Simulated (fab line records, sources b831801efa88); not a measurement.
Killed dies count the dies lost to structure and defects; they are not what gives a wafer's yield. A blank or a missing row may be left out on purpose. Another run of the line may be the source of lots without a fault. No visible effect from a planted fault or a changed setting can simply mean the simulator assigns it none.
Which of the tools did it? ; flow sky130 ; Sampling: 12 lots, 36 wafers, 4 of 708 route steps

## WHAT EACH GAUGE READ, for each wafer
SKY_LDD_HVN_TW_MEAS_10.
lot;measured;on;LDD_HVN_TW
L521;day 20 03:10;film_metro-02;1448 1448 1445
L522;day 20 15:52;film_metro-03;1432 1436 1428
L523;day 21 05:37;film_metro-02;1456 1449 1461
L524;day 21 12:22;film_metro-04;1456 1438 1442
L527;day 22 07:29;film_metro-04;1449 1447 1448
L528;day 22 20:44;film_metro-04;1447 1449 1443
L535;day 25 10:34;film_metro-04;1449 1464 1452
L536;day 25 20:06;film_metro-03;1432 1433 1436
L538;day 26 08:25;film_metro-04;1458 1465 1467
L540;day 27 01:43;film_metro-02;1469 1446 1457
L543;day 28 01:49;film_metro-02;1459 1455 1456
L544;day 28 08:43;film_metro-03;1449 1438 1448

## WHICH TOOL RAN EACH LOT (tool, then ch and the chambers of the sampled wafers, then the start)
lot;SKY_GATE_OXIDE_STRIP_13;SKY_POLY_GATE_ETCH_17;SKY_LDD_P_STRIP_10
L521;plasma_asher-02 ch 0,1, day 13 11:37;rie_si-01 ch 0,2, day 16 05:34;plasma_asher-01 ch 0,1, day 18 19:47
L522;plasma_asher-04 ch 0,1, day 14 01:10;rie_si-01 ch 0,1,2, day 16 18:28;plasma_asher-04 ch 0,1, day 19 08:26
L523;plasma_asher-02 ch 0,1, day 14 18:19;rie_si-02 ch 0,1, day 17 07:37;plasma_asher-01 ch 0,1, day 19 23:02
L524;plasma_asher-04 ch 0,1, day 14 18:52;rie_si-02 ch 0,1,2, day 17 12:16;plasma_asher-04 ch 0,1, day 20 05:14
L527;plasma_asher-01 ch 0,1, day 15 15:55;rie_si-02 ch 1,2,3, day 18 08:16;plasma_asher-04 ch 0,1, day 21 00:25
L528;plasma_asher-02 ch 0,1, day 16 02:59;rie_si-02 ch 0,1,3, day 18 20:28;plasma_asher-02 ch 0,1, day 21 14:07
L535;plasma_asher-02 ch 0,1, day 18 19:28;rie_si-01 ch 0,2,3, day 21 14:01;plasma_asher-02 ch 0,1, day 24 04:59
L536;plasma_asher-01 ch 0,1, day 19 03:49;rie_si-02 ch 0,1,2, day 21 23:55;plasma_asher-02 ch 0,1, day 24 14:35
L538;plasma_asher-01 ch 0,1, day 19 16:40;rie_si-02 ch 2,3, day 22 11:04;plasma_asher-04 ch 0,1, day 25 03:08
L540;plasma_asher-02 ch 0,1, day 20 09:11;rie_si-02 ch 1,3, day 23 05:34;plasma_asher-01 ch 0,1, day 25 20:25
L543;plasma_asher-01 ch 0,1, day 21 15:40;rie_si-01 ch 0,2, day 24 08:40;plasma_asher-01 ch 0,1, day 26 21:02
L544;plasma_asher-01 ch 0,1, day 21 22:43;rie_si-02 ch 0,1,3, day 24 14:58;plasma_asher-04 ch 0,1, day 27 03:58
- SKY_GATE_OXIDE_STRIP_13: strips in O2/N2.
- SKY_POLY_GATE_ETCH_17: etches poly-Si in HBr/Cl2, stops on SiO2, target depth 180 nm, time 70.5 s.
- SKY_LDD_P_STRIP_10: strips in O2/N2.

## AS READ BY THE TOOLS THEMSELVES (means over the sampled wafers that have a number; for cases with no such wafer, the mark the record gives instead)
SKY_GATE_OXIDE_STRIP_13.
lot;tool;drypump_motor_current_A (A);oes_product_au (a.u.);strip_time_to_endpoint_s (s)
L521;plasma_asher-02;5.78;0.715;14.22
L522;plasma_asher-04;5.95;0.716;14.14
L523;plasma_asher-02;5.76;0.713;14.21
L524;plasma_asher-04;5.92;0.713;14.19
L527;plasma_asher-01;5.88;0.713;14.18
L528;plasma_asher-02;5.74;0.719;14.25
L535;plasma_asher-02;5.76;0.721;14.19
L536;plasma_asher-01;5.91;0.712;14.22
L538;plasma_asher-01;5.91;0.715;14.21
L540;plasma_asher-02;5.76;0.714;14.19
L543;plasma_asher-01;5.91;0.713;14.15
L544;plasma_asher-01;5.89;0.712;14.17

SKY_POLY_GATE_ETCH_17.
lot;tool;bias_w (W);drypump_motor_current_A (A);mfc_cl2_sccm (sccm);oes_product_au (a.u.);throttle_valve_pct (%)
L521;rie_si-01;99.91;5.6;49.90;0.979;33.689
L522;rie_si-01;100.00;5.7;50.06;0.980;33.684
L523;rie_si-02;99.93;5.7;50.00;0.984;33.677
L524;rie_si-02;100.09;6.1;49.79;0.983;33.684
L527;rie_si-02;110.01;5.7;50.25;0.989;33.680
L528;rie_si-02;109.99;5.8;50.07;0.989;33.696
L535;rie_si-01;100.11;5.8;50.16;0.988;33.686
L536;rie_si-02;99.89;6.1;49.84;0.984;33.683
L538;rie_si-02;99.75;6.1;50.09;0.984;33.686
L540;rie_si-02;100.10;5.5;49.90;0.983;33.673
L543;rie_si-01;99.92;5.6;49.92;0.988;33.695
L544;rie_si-02;100.10;5.8;49.74;0.983;33.686

SKY_LDD_P_STRIP_10.
lot;tool;drypump_motor_current_A (A);oes_product_au (a.u.);strip_time_to_endpoint_s (s)
L521;plasma_asher-01;5.92;0.713;14.21
L522;plasma_asher-04;5.93;0.714;14.18
L523;plasma_asher-01;5.91;0.719;14.25
L524;plasma_asher-04;5.89;0.717;14.17
L527;plasma_asher-04;5.93;0.719;14.21
L528;plasma_asher-02;5.76;0.715;14.21
L535;plasma_asher-02;5.77;0.716;14.26
L536;plasma_asher-02;5.74;0.715;14.25
L538;plasma_asher-04;5.95;0.717;14.22
L540;plasma_asher-01;5.88;0.718;14.19
L543;plasma_asher-01;5.88;0.718;14.19
L544;plasma_asher-04;5.86;0.715;14.19

## THE ANSWER, worked out from the rows above alone
Rule: the lots themselves supply what counts as usual. Put in order of their means at a reading, lots are off if they are a third of the lots or fewer, leave a main group of 4 or more, and stand apart from it by a gap of 3 or more times the standard deviation of the main group's means; of several such gaps the widest counts. If all means in a main group match to the digits the tables above print for the reading, that group is not used. Also off: a lot with no number at a reading for which 4 or more lots have one. All remaining lots with rows at the step are treated as sound. After the gauges, taken in route order, come the tools' own readings; for these a lot's mean is taken, as printed above. The first step at which some lot is off is used, and at that step the reading that is off furthest; a lot without a number counts as furthest.
Off: L527, L528, at SKY_POLY_GATE_ETCH_17 (bias_w). Main group: mean 99.98 W, sd 0.11.
A tool fits if, at that step or a process step before it, it ran every lot that is off, and no sound lot after the first of them. None of those tried fits.

## WHAT WAS PUT IN BY THE SIMULATOR
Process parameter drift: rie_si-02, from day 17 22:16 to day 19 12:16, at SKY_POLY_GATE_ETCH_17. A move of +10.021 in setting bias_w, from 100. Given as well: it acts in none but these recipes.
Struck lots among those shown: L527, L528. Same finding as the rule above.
